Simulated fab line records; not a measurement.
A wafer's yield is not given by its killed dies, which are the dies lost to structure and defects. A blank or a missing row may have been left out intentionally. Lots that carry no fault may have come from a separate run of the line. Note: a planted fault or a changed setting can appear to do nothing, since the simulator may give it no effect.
A lot that was struck, set against a sound lot || flow sfq-line || 42 steps out of a route of 325
Sound: the wafers L669.1, L669.4, L669.6. Struck: wafer L675.3 (L675.4, L675.6, from the same lot, were not struck and are left out); the cause is given at the end.
Order at every step that has rows: each side's tool, ch and its chambers, its first start. Under that, the readings that differ: sound wafers || struck wafers || difference of the means || sigmas: that difference in standard deviations of wafers without a fault.
alike: words and numbers the same on both sides, and readings whose means are apart by under 2 such deviations; not compared: readings that were withheld, readings missing a value for some wafer, numbers with overlapping values and no deviation given by the record, and bounds like >300 which may hide the same value.
A row with sigmas, a row that says differs or no value, or rows on one side alone: a step with any of these is where the two part. Non-overlapping numbers with no deviation appear without sigmas and do not part them. A reading that every wafer of one side lacks parts them only if that side has two wafers or more.

first, 6 steps without rows for these wafers: SFQ_TRILAYER_M0_LITHO_COAT_026 (resist thk 62 nm); SFQ_TRILAYER_M0_LITHO_COAT_021 (resist thk 600 nm); SFQ_TRILAYER_M0_LITHO_SOFTBAKE_025; SFQ_TRILAYER_M0_LITHO_EXPOSE_022 (exposes mask M0, target cd 500 nm); SFQ_TRILAYER_M0_LITHO_PEB_024 (peb time 60 s); SFQ_TRILAYER_M0_LITHO_DEVELOP_023 (time 60 s).
SFQ_M0_OVL_MEAS_906:
  sound on overlay-01 at day 9 07:47; struck on overlay-01 at day 10 19:22
  alike: M0_OVL
then, 2 steps without rows for these wafers: SFQ_TRILAYER_M0_BARC_OPEN_METAL_ETCH_031 (etches BARC in O2, target depth 125 nm, time 41.7 s); SFQ_TRILAYER_M0_ETCH_METAL_ETCH_024 (etches Nb in Cl2/Ar, stops on SiO2, target depth 240 nm, time 120 s).
SFQ_TRILAYER_M0_STRIP_STRIP_025: strips in O2.
  sound on rie-metal-04 ch 0,1, day 9 08:01; struck on rie-metal-04 ch 1, day 10 19:46
  alike: drypump-motor-current-A, oes-product-au
  not compared: rf-hours-counter-h
then, 2 steps without rows for these wafers: SFQ_TRILAYER_M0_STRIP_SOLV_CLEAN_026 (cleans in NMP, time 600 s); SFQ_TRILAYER_I0_DEP_PECVD_027 (deposits SiO2 from SiH4/N2O, time 111.11 s, target thk 500 nm).
SFQ_TRILAYER_I0_CMP_CMP_028: polishes SiO2.
  sound on cmp-02 ch 0,2,3, day 9 17:09; struck on cmp-02 ch 0, day 11 06:09
{"reading": "time-to-endpoint-s (s)", "sound": "192 211 209", "struck": 162, "difference": -42, "sigmas": -5}
{"reading": "model.SiO2_of_TRILAYER_I0_DEP_PECVD_027.thk-nm (nm)", "sound": "199 199.2 200", "struck": 246.6, "difference": "+47.2", "sigmas": ""}
  alike: motor-current-A
SFQ_I0_BOW_MEAS_907:
  sound on film-metro-04 at day 9 19:09; struck on film-metro-04 at day 11 08:11
  alike: I0_BOW
SFQ_TRILAYER_I0_METRO_MEASURE_029:
  sound on film-metro-04 at day 9 19:16; struck on film-metro-04 at day 11 08:40
{"reading": "thk-nm (nm)", "sound": "198.9 199.2 200.2", "struck": 246.5, "difference": "+47.1", "sigmas": "+36"}
then, 6 steps without rows for these wafers: SFQ_TRILAYER_I0_VIA_LITHO_COAT_036 (resist thk 62 nm); SFQ_TRILAYER_I0_VIA_LITHO_COAT_031 (resist thk 650 nm); SFQ_TRILAYER_I0_VIA_LITHO_SOFTBAKE_035; SFQ_TRILAYER_I0_VIA_LITHO_EXPOSE_032 (exposes mask I0, target cd 500 nm); SFQ_TRILAYER_I0_VIA_LITHO_PEB_034 (peb time 60 s); SFQ_TRILAYER_I0_VIA_LITHO_DEVELOP_033 (time 60 s).
SFQ_I0_OVL_MEAS_908:
  sound on overlay-02 at day 11 10:31; struck on overlay-02 at day 12 19:49
{"reading": "I0_OVL (nm)", "sound": "-12 -17 -16", "struck": -2, "difference": "+13", "sigmas": "+3"}
SFQ_TRILAYER_I0_VIA_BARC_OPEN_VIA_ETCH_046: etches BARC in O2, target depth 125 nm, time 41.7 s.
  sound on rie-diel-04 ch 0,3, day 11 10:33; struck on rie-diel-03 ch 2, day 12 19:50
  alike: drypump-motor-current-A, oes-product-au
  not compared: rf-hours-counter-h
SFQ_TRILAYER_I0_VIA_ETCH_VIA_ETCH_034: etches SiO2 in CHF3, stops on Nb, target depth 260 nm.
  sound on rie-diel-04 ch 0,3, day 11 10:35; struck on rie-diel-03 ch 2, day 12 19:53
{"reading": "oes-product-au (a.u.)", "sound": "0.863 0.852 0.854", "struck": 0.975, "difference": "+0.119", "sigmas": "+23"}
{"reading": "model.etch.depth-nm (nm)", "sound": "199 199.2 200", "struck": 246.6, "difference": "+47.2", "sigmas": ""}
{"reading": "model.I0.feature-depth-nm (nm)", "sound": "199 199.2 200", "struck": 246.6, "difference": "+47.2", "sigmas": ""}
  alike: drypump-motor-current-A
SFQ_TRILAYER_I0_VIA_STRIP_STRIP_035: strips in O2.
  sound on rie-metal-02 ch 0,1, day 11 10:43; struck on rie-metal-02 ch 1, day 12 20:11
  alike: drypump-motor-current-A, oes-product-au
  not compared: rf-hours-counter-h
then, 1 step without rows for these wafers: SFQ_TRILAYER_I0_VIA_STRIP_SOLV_CLEAN_036 (cleans in NMP, time 600 s).
SFQ_TRILAYER_M1_DEP_PRE_CLEAN_038: time 22.5 s.
  sound on pvd-sputter-04 at day 11 11:29; struck on pvd-sputter-06 at day 12 20:46
{"reading": "model.SiO2_of_TRILAYER_I0_DEP_PECVD_027.thk-nm (nm)", "sound": "191.5 191.7 192.5", "struck": 239.1, "difference": "+47.2", "sigmas": ""}
then, 1 step without rows for these wafers: SFQ_TRILAYER_M1_DEP_SPUTTER_037 (material Nb, target thk 200 nm, time 133.3 s).
SFQ_M1_RS_MEAS_909: a four-point-probe measurement.
  sound on film-metro-04 at day 11 12:28; struck on film-metro-04 at day 12 20:56
  alike: M1_NB_RS
then, 6 steps without rows for these wafers: SFQ_TRILAYER_M1_LITHO_COAT_044 (resist thk 62 nm); SFQ_TRILAYER_M1_LITHO_COAT_039 (resist thk 600 nm); SFQ_TRILAYER_M1_LITHO_SOFTBAKE_043; SFQ_TRILAYER_M1_LITHO_EXPOSE_040 (exposes mask M1, target cd 500 nm); SFQ_TRILAYER_M1_LITHO_PEB_042 (peb time 60 s); SFQ_TRILAYER_M1_LITHO_DEVELOP_041 (time 60 s).
-- the record jumps here: 4 days lie between the struck wafers' starts before and after --
SFQ_M1_OVL_MEAS_911:
  sound on overlay-02 at day 15 10:42; struck on overlay-01 at day 17 04:22
  alike: M1_OVL
SFQ_TRILAYER_M1_BARC_OPEN_METAL_ETCH_054: etches BARC in O2, target depth 125 nm, time 41.7 s.
  sound on rie-metal-02 ch 0,1, day 15 10:44; struck on rie-metal-02 ch 1, day 17 04:25
  alike: drypump-motor-current-A, oes-product-au
  not compared: rf-hours-counter-h
SFQ_TRILAYER_M1_ETCH_METAL_ETCH_042: etches Nb in Cl2/Ar, stops on SiO2, target depth 240 nm, time 120 s.
  sound on rie-metal-02 ch 0,1, day 15 10:48; struck on rie-metal-02 ch 1, day 17 04:29
  alike: drypump-motor-current-A, oes-product-au
  not compared: rf-hours-counter-h
then, 3 steps without rows for these wafers: SFQ_TRILAYER_M1_STRIP_STRIP_043 (strips in O2); SFQ_TRILAYER_M1_STRIP_SOLV_CLEAN_044 (cleans in NMP, time 600 s); SFQ_TRILAYER_I1_DEP_PECVD_045 (deposits SiO2 from SiH4/N2O, time 111.11 s, target thk 500 nm).
-- the record jumps here: 71 days lie between the struck wafers' starts before and after --
SFQ_M8_BOW_MEAS_951:
  sound on film-metro-01 at day 87 01:20; struck on film-metro-03 at day 88 06:55
{"reading": "model.etest.i0.link-ohm", "sound": "1.974 1.947 1.97", "struck": 1.986, "difference": "+0.022", "sigmas": ""}
  alike: M8_BOW

## WHERE THEY PART
Last at SFQ_TRILAYER_I0_VIA_ETCH_VIA_ETCH_034 as far as this record goes, first at SFQ_TRILAYER_I0_CMP_CMP_028. Later steps at which nothing parts them and some readings are alike: SFQ_TRILAYER_I0_VIA_STRIP_STRIP_035, SFQ_M1_RS_MEAS_909, SFQ_M1_OVL_MEAS_911, SFQ_TRILAYER_M1_BARC_OPEN_METAL_ETCH_054, SFQ_TRILAYER_M1_ETCH_METAL_ETCH_042, SFQ_M8_BOW_MEAS_951.

WHY: what the simulator had put in
cmp-02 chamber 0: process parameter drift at SFQ_TRILAYER_I0_CMP_CMP_028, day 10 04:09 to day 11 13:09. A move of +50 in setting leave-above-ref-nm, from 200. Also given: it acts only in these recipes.
